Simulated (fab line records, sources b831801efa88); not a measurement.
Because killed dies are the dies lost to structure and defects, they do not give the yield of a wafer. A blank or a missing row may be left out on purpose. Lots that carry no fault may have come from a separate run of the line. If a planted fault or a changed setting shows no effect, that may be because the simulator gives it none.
Which tool was responsible?	flow gf180mcu	14 lots, 42 wafers sampled, at 2 steps of a route of 602

WHAT THE GAUGES READ, wafer by wafer
GF_NSD_CD_MEAS_07: the cd target is 400 nm.
lot	measured	on	cd-nm (nm)
L633	day 13 11:31	cd-sem-02	400.0 397.3 401.4
L634	day 13 20:35	cd-sem-01	398.6 398.4 397.7
L635	day 13 23:02	cd-sem-01	400.3 404.1 402.4
L636	day 14 05:55	cd-sem-02	399.1 399.4 402.3
L638	day 15 03:20	cd-sem-02	405.7 406.3 405.8
L639	day 15 12:02	cd-sem-02	399.2 399.6 400.9
L640	day 15 17:56	cd-sem-01	398.5 400.1 401.8
L643	day 16 20:40	cd-sem-02	398.9 399.3 399.8
L646	day 17 16:58	cd-sem-01	402.4 403.3 401.4
L648	day 18 15:19	cd-sem-01	397.7 394.9 395.3
L649	day 18 23:43	cd-sem-01	401.0 402.4 400.3
L650	day 19 03:50	cd-sem-01	400.7 402.2 401.0
L654	day 20 12:02	cd-sem-02	400.7 403.4 399.1
L656	day 21 04:00	cd-sem-01	396.6 395.5 397.6

GF_PSD_OVL_MEAS_08.
lot	measured	on	PSD_OVL (nm)
L633	day 14 08:55	overlay-02	-0.1 0.3 -0.8
L634	day 14 18:12	overlay-01	2.3 3.0 3.0
L635	day 14 20:04	overlay-02	-2.2 -1.2 -1.5
L636	day 15 03:29	overlay-02	0.7 1.6 0.6
L638	day 16 02:02	overlay-01	-0.6 -0.4 -0.2
L639	day 16 10:34	overlay-02	-0.2 -0.4 -0.4
L640	day 16 16:52	overlay-02	-0.2 -0.5 -0.4
L643	day 17 19:43	overlay-02	0.7 -0.7 0.7
L646	day 18 16:41	overlay-01	-0.2 1.1 0.1
L648	day 19 15:07	overlay-02	-1.3 -1.8 -1.8
L649	day 19 23:34	overlay-01	-0.5 -2.1 -1.0
L650	day 20 03:22	overlay-02	-0.7 -0.1 0.7
L654	day 21 12:29	overlay-01	-0.4 -0.1 0.6
L656	day 22 04:01	overlay-02	-0.3 0.2 -0.1

EACH LOT AND THE TOOL THAT RAN IT (in order: tool; ch and the chambers of the sampled wafers; start)
The record holds no process step before these readings.

AS READ BY THE TOOLS THEMSELVES (means over the sampled wafers that have a number; for cases with no such wafer, the mark the record gives instead)
The record holds no such reading with a usual standard deviation.

THE ANSWER, worked out from the rows above alone
Rule: the usual values come from the lots themselves. The widest of any qualifying gaps counts: lots, ordered by their means at a reading, are off when they make up no more than a third of the lots, leave a main group of 4 or more, and stand apart from it by 3 or more times the standard deviation of that group's means. A main group is skipped when, at the precision printed for the reading in the tables above, its means are all equal. Also off: a lot with no number at a reading for which 4 or more lots have one. All remaining lots with rows at the step are treated as sound. Order of review: gauges by route order, followed by the tools' own readings, for which a lot's mean as printed above is used. At the first step where some lot is off, the reading lying furthest off is the one used; lots without a number count as furthest.
None of the lots is off at any reading shown; this tells nothing.

WHAT THE SIMULATOR HAD INSERTED
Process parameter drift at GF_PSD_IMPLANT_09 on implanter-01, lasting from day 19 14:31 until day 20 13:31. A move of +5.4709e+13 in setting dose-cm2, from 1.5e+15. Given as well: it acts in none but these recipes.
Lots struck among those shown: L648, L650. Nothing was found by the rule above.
